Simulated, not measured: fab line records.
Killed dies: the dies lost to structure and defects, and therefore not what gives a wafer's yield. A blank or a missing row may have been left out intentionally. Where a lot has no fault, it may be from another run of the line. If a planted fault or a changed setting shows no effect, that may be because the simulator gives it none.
Which tool was responsible? + flow sky130 + 13 lots, 39 wafers sampled, at 4 steps of a route of 708

WHAT THE GAUGES SHOWED, per wafer
The record holds no reading of a measuring or inspecting step that can be judged against a usual standard deviation.

EACH LOT AND THE TOOL THAT RAN IT (in order: tool; ch and the chambers of the sampled wafers; start)
| lot  | SKY_LDD_HVP_SOFTBAKE_03           | SKY_METAL3_ETCH_17                 | SKY_VIA3_ETCH_15                   | SKY_METAL4_SPUTTER_03        |
|------|-----------------------------------|------------------------------------|------------------------------------|------------------------------|
| L632 | litho track-01 ch 0, day 20 15:13 | rie diel-03 ch 0,1, day 38 07:39   | rie diel-01 ch 0,3, day 39 10:28   | pvd sputter-04, day 39 11:57 |
| L633 | litho track-01 ch 0, day 21 14:02 | rie diel-04 ch 0,1,3, day 39 00:51 | rie diel-01 ch 1,2, day 40 03:10   | pvd sputter-01, day 40 04:36 |
| L634 | litho track-02 ch 0, day 21 14:16 | rie diel-01 ch 1,2,3, day 39 01:43 | rie diel-01 ch 0,1,2, day 40 04:37 | pvd sputter-04, day 40 06:01 |
| L635 | litho track-02 ch 0, day 22 09:40 | rie diel-01 ch 0,1,2, day 39 16:56 | rie diel-01 ch 0,1,2, day 40 19:30 | pvd sputter-01, day 40 20:57 |
| L639 | litho track-04 ch 0, day 23 16:41 | rie diel-01 ch 0,1,3, day 40 17:03 | rie diel-04 ch 1,3, day 41 18:05   | pvd sputter-04, day 41 19:54 |
| L644 | litho track-04 ch 0, day 25 13:08 | rie diel-01 ch 0,1,3, day 42 05:13 | rie diel-01 ch 0,2, day 43 05:46   | pvd sputter-04, day 43 07:10 |
| L645 | litho track-04 ch 0, day 25 21:12 | rie diel-01 ch 1,2, day 42 10:18   | rie diel-02 ch 0,2, day 43 11:01   | pvd sputter-03, day 43 12:26 |
| L650 | litho track-01 ch 0, day 27 04:18 | rie diel-03 ch 2,3, day 43 13:15   | rie diel-01 ch 2,3, day 44 13:02   | pvd sputter-01, day 44 14:26 |
| L649 | litho track-01 ch 0, day 27 09:00 | rie diel-01 ch 0,1,3, day 43 16:12 | rie diel-01 ch 0,2,3, day 44 16:22 | pvd sputter-03, day 44 17:46 |
| L652 | litho track-02 ch 0, day 28 00:22 | rie diel-01 ch 0,2,3, day 44 05:48 | rie diel-01 ch 0,1,3, day 45 05:09 | pvd sputter-04, day 45 06:34 |
| L653 | litho track-04 ch 0, day 28 06:21 | rie diel-01 ch 0,1, day 44 11:09   | rie diel-02 ch 0,2,3, day 45 09:22 | pvd sputter-03, day 45 10:46 |
| L654 | litho track-02 ch 0, day 28 18:47 | rie diel-04 ch 0,1, day 44 20:42   | rie diel-02 ch 1,3, day 45 19:35   | pvd sputter-03, day 45 20:59 |
| L655 | litho track-04 ch 0, day 29 06:11 | rie diel-01 ch 0,1, day 45 03:37   | rie diel-02 ch 0,1,2, day 46 02:05 | pvd sputter-03, day 46 03:31 |
- SKY_LDD_HVP_SOFTBAKE_03: time 60 s.
- SKY_METAL3_ETCH_17: etches SiO2 in C4F8/O2/Ar, stops on TiN, time 3.9 s, target depth 15 nm.
- SKY_VIA3_ETCH_15: etches SiO2 in C4F8/O2/Ar, stops on TiN, target depth 507 nm, time 78 s.
- SKY_METAL4_SPUTTER_03: material Ti, target thk 5 nm, time 3.3 s.

AS READ BY THE TOOLS THEMSELVES (means over the sampled wafers that have a number; for cases with no such wafer, the mark the record gives instead)
SKY_LDD_HVP_SOFTBAKE_03. Usual: heater power total W 56.59 W, standard deviation 0.04; plate temp C 89.99 C, standard deviation 0.13.
| lot  | tool           | heater power total W (W) | plate temp C (C) | flag |
|------|----------------|--------------------------|------------------|------|
| L632 | litho track-01 | 56.60                    | 89.93            |      |
| L633 | litho track-01 | 56.52                    | 89.77            |      |
| L634 | litho track-02 | 56.57                    | 89.88            |      |
| L635 | litho track-02 | 56.58                    | 90.15            |      |
| L639 | litho track-04 | 56.60                    | 89.96            |      |
| L644 | litho track-04 | 56.58                    | 90.10            |      |
| L645 | litho track-04 | 56.57                    | 89.98            |      |
| L650 | litho track-01 | 55.58                    | 88.84            | OFF  |
| L649 | litho track-01 | 55.60                    | 88.88            | OFF  |
| L652 | litho track-02 | 56.59                    | 90.37            |      |
| L653 | litho track-04 | 56.59                    | 89.91            |      |
| L654 | litho track-02 | 56.57                    | 89.96            |      |
| L655 | litho track-04 | 56.62                    | 89.78            |      |

SKY_METAL3_ETCH_17. Usual: 0.756 a.u. for oes product au, sd 0.0078.
| lot  | tool        | oes product au (a.u.) | flag |
|------|-------------|-----------------------|------|
| L632 | rie diel-03 | 0.758                 |      |
| L633 | rie diel-04 | 0.763                 |      |
| L634 | rie diel-01 | 0.746                 |      |
| L635 | rie diel-01 | 0.756                 |      |
| L639 | rie diel-01 | 0.748                 |      |
| L644 | rie diel-01 | 0.753                 |      |
| L645 | rie diel-01 | 0.769                 |      |
| L650 | rie diel-03 | 0.757                 |      |
| L649 | rie diel-01 | 0.759                 |      |
| L652 | rie diel-01 | 0.752                 |      |
| L653 | rie diel-01 | 0.754                 |      |
| L654 | rie diel-04 | 0.763                 |      |
| L655 | rie diel-01 | 0.768                 |      |

SKY_VIA3_ETCH_15. Usual: 0.938 a.u. for oes product au, sd 0.0049.
| lot  | tool        | oes product au (a.u.) | flag |
|------|-------------|-----------------------|------|
| L632 | rie diel-01 | 0.938                 |      |
| L633 | rie diel-01 | 0.935                 |      |
| L634 | rie diel-01 | 0.942                 |      |
| L635 | rie diel-01 | 0.936                 |      |
| L639 | rie diel-04 | 0.935                 |      |
| L644 | rie diel-01 | 0.938                 |      |
| L645 | rie diel-02 | 0.936                 |      |
| L650 | rie diel-01 | 0.937                 |      |
| L649 | rie diel-01 | 0.937                 |      |
| L652 | rie diel-01 | 0.944                 |      |
| L653 | rie diel-02 | 0.941                 |      |
| L654 | rie diel-02 | 0.940                 |      |
| L655 | rie diel-02 | 0.935                 |      |

SKY_METAL4_SPUTTER_03. Usual: 30.0 % for throttle valve pct, sd 0.94.
| lot  | tool           | throttle valve pct (%) | flag |
|------|----------------|------------------------|------|
| L632 | pvd sputter-04 | 30.3                   |      |
| L633 | pvd sputter-01 | 30.8                   |      |
| L634 | pvd sputter-04 | 29.6                   |      |
| L635 | pvd sputter-01 | 30.2                   |      |
| L639 | pvd sputter-04 | 29.4                   |      |
| L644 | pvd sputter-04 | 29.6                   |      |
| L645 | pvd sputter-03 | 30.2                   |      |
| L650 | pvd sputter-01 | 30.3                   |      |
| L649 | pvd sputter-03 | 30.4                   |      |
| L652 | pvd sputter-04 | 29.4                   |      |
| L653 | pvd sputter-03 | 30.3                   |      |
| L654 | pvd sputter-03 | 30.3                   |      |
| L655 | pvd sputter-03 | 30.8                   |      |

THE ANSWER, worked out from the rows above alone
Rule: a lot counts as off when the mean over its wafers that have a number is more than 3 standard deviations away from the usual mean. A lot without any number at a reading at which 4 lots or more have one is off too. All remaining lots with rows at the step are treated as sound. The gauges are gone through in route order, then the tools' own readings, and for those a lot's mean is taken as printed above. At the first step where some lot is off, the reading lying furthest off is the one used; lots without a number count as furthest.
Off: L650, L649 (SKY_LDD_HVP_SOFTBAKE_03, heater power total W).
A tool fits if, at that step or a process step before it, it ran every lot that is off, and no sound lot after the first of them. One fits: litho track-01 at SKY_LDD_HVP_SOFTBAKE_03. A fault onset in the window from L633 (day 21 14:02, its last sound lot) to L650 (day 27 04:18, its first lot off) fits.
The tool's own readings at SKY_LDD_HVP_SOFTBAKE_03 bear it out: on the lots that are off they differ by more than 5 times the standard deviation of the sound lots' means. heater power total W reads 55.59 W there against 56.58 W on the sound lots; plate temp C reads 88.86 C there against 89.98 C on the sound lots.

WHAT HAD BEEN PUT IN BY THE SIMULATOR
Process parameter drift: litho track-01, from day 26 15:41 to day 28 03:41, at SKY_LDD_HVP_SOFTBAKE_03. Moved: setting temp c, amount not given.
Struck lots among those shown: L650, L649. The same result came from the rule above.
